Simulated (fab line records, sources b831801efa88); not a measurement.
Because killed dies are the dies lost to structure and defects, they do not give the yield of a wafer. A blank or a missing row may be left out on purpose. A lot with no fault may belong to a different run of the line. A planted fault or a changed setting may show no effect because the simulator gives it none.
Code-filled problem report in 8D (eight disciplines) form :: flow sky130 :: the parts of the form that need people (team, actions taken, sign-off) are left out

## 1. PROBLEM STATEMENT
dose_ions_cm2 at SKY_LDD_N_IMPLANT_15 reads a mean of 3.305e+12 on 6 wafers of 2 lots; wafers without a fault read 4.999e+12 with a standard deviation of 5.3e+09. That is -99 or more standard deviations from the usual mean.
Earliest sighting: wafer L475.2 on implanter-01 at day 22 03:57. Wafers with a number at this step in the record: 42, from 14 lots. The rule behind "out" and "out of limits": a value lying over 4 standard deviations away from the usual mean. Any other wafer with a number is counted as sound.

## 2. WHAT IT IS AND WHAT IT IS NOT
question: which readings at this step
is: dose_ions_cm2, faraday_current_uA
is not: -

question: which lots
is: L475, L477
is not: L463, L464, L466, L467, L468, L469, L470, L474, L482, L484, L485, L486

question: which wafers of those lots
is: all that have a number
is not: -

question: read on which tools
is: implanter-01
is not: implanter-03, implanter-04

question: when
is: from day 22 03:57
is not: up to then (24 sound wafers); but 12 sound wafers of L482, L484, L485, L486 came after

## 3. SUSPECTS, AND WHAT RULES EACH OUT
Counting: any tool at a process step up to the reading is kept as a suspect provided that every lot that is out went through it and no sound lot did after the first of them.
- implanter-01 at SKY_LDD_N_IMPLANT_15: kept. Every lot that is out went through it, starting with L475 (day 22 03:57), and after that it ran no sound lot; the last sound lot it ran before then is L469 (day 20 01:33). On those wafers its own readings are out: dose_ions_cm2, faraday_current_uA.
After counting, what remains is implanter-01 at SKY_LDD_N_IMPLANT_15.

## 4. THE CAUSE (what the simulator had put in)
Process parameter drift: implanter-01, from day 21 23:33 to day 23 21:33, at SKY_LDD_N_IMPLANT_15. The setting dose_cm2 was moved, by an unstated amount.
Only this tool survived the counting.

## 5. SEQUENCE OF EFFECTS, ordered by route
Each row: a reading where the mean over the struck wafers with a number is more than 3 standard deviations away from the usual. Only readings for which the record gives a usual standard deviation are gone through. hours: the time from each lot's start at the first step in this table that gives one to its start at this step, as a median over the lots. sigmas: the change in usual standard deviations.
hours: 0
step: SKY_LDD_N_IMPLANT_15
reading: dose_ions_cm2
usual: 4.999e+12
on struck wafers: 3.305e+12
change: -1.694e+12
sigmas: -99 or more

hours: 0
step: SKY_LDD_N_IMPLANT_15
reading: faraday_current_uA
usual: 28.2
on struck wafers: 18.5
change: -9.7
sigmas: -18
The process steps in it:
- SKY_LDD_N_IMPLANT_15

## 6. WHAT WOULD HAVE CAUGHT IT SOONER
In this record no reading fell out of limits until day 22 03:57, 4 hours after the fault had begun at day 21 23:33.
